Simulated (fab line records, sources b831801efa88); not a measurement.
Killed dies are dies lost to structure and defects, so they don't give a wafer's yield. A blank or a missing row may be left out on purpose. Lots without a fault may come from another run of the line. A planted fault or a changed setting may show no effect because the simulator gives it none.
A struck lot beside a sound one | flow sfq_line | 13 steps out of a route of 325
Sound: wafers L135.2, L135.5, L135.6. Struck: wafers L145.3, L145.5, L145.6. The cause comes at the end.
At each step with rows: each side's tool, then ch and its chambers, then its first start. Under that, the readings that differ: sound wafers | struck wafers | difference of the means | sigmas: that difference in standard deviations of wafers without a fault.
alike: readings whose means differ by less than 2 such deviations, and words and numbers that are the same on both sides. not compared: withheld readings, readings that some wafer has no value for, bounds like >300 that may hide the same value, and numbers for which the record gives no deviation and whose values overlap.
The two part at a step that has a row with sigmas, a row that says differs or no value, or rows on one side only. Numbers that don't overlap but have no deviation are shown without sigmas and don't part them. A reading that every wafer of one side lacks parts them only if that side has two wafers or more.

first, 6 steps without rows for these wafers: SFQ_TRILAYER_M0_LITHO_COAT_026 (resist thk 62 nm); SFQ_TRILAYER_M0_LITHO_COAT_021 (resist thk 600 nm); SFQ_TRILAYER_M0_LITHO_SOFTBAKE_025; SFQ_TRILAYER_M0_LITHO_EXPOSE_022 (exposes mask M0, target cd 500 nm); SFQ_TRILAYER_M0_LITHO_PEB_024 (peb time 60 s); SFQ_TRILAYER_M0_LITHO_DEVELOP_023 (time 60 s).
SFQ_M0_OVL_MEAS_906:
  sound on overlay-02, day 7 20:45; struck on overlay-01, day 10 08:46
  alike: M0_OVL
SFQ_TRILAYER_M0_BARC_OPEN_METAL_ETCH_031: etches BARC in O2, target depth 125 nm, time 41.7 s.
  sound on rie_metal-04 ch 0,1, day 7 20:47; struck on rie_metal-03 ch 0,1, day 10 08:48
  alike: drypump_motor_current_A, oes_product_au, rf_fwd_power_W
  not compared: rf_hours_counter_h
SFQ_TRILAYER_M0_ETCH_METAL_ETCH_024: etches Nb in Cl2/Ar, stops on SiO2, target depth 240 nm, time 120 s.
  sound on rie_metal-04 ch 0,1, day 7 20:50; struck on rie_metal-03 ch 0,1, day 10 08:53
  alike: drypump_motor_current_A, oes_product_au, rf_fwd_power_W
  not compared: rf_hours_counter_h
SFQ_TRILAYER_M0_STRIP_STRIP_025: strips in O2.
  sound on rie_metal-04 ch 0,1, day 7 20:58; struck on rie_metal-03 ch 0,1, day 10 09:10
  alike: drypump_motor_current_A, oes_product_au
  not compared: rf_hours_counter_h
then, 1 step without rows for these wafers: SFQ_TRILAYER_M0_STRIP_SOLV_CLEAN_026 (cleans in NMP, time 600 s).
SFQ_TRILAYER_I0_DEP_PECVD_027: deposits SiO2 from SiH4/N2O, time 111.11 s, target thk 500 nm.
  sound on pecvd-03 ch 1,2, day 7 21:44; struck on pecvd-03 ch 0,1,2, day 10 09:44
  reading                                             | sound             | struck            | difference | sigmas
  rf_fwd_power_W (W)                                  | 183.5 183.1 183.6 | 152.9 153.3 153.4 | -30.2      | -49
  model.SiO2_of_TRILAYER_I0_DEP_PECVD_027.thk_nm (nm) | 490.8 504.3 509.6 | 470.2 481.3 472.2 | -27.0      |
  alike: heater_power_w, throttle_valve_pct
SFQ_TRILAYER_I0_CMP_CMP_028: polishes SiO2.
  sound on cmp-01 ch 2,3, day 8 07:13; struck on cmp-02 ch 0,3, day 10 18:55
  reading             | sound          | struck      | difference | sigmas
  motor_current_A (A) | 11.1 11.1 10.9 | 9.6 9.7 9.8 | -1.3       | -2
  alike: edge_zone_pressure_frac

WHERE THEY PART
First at SFQ_TRILAYER_I0_DEP_PECVD_027; last, within this record, at SFQ_TRILAYER_I0_CMP_CMP_028.

WHY: what the simulator had put in
Process parameter drift: pecvd-03, from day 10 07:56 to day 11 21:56, at SFQ_TRILAYER_I0_DEP_PECVD_027. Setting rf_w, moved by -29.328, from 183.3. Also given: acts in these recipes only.
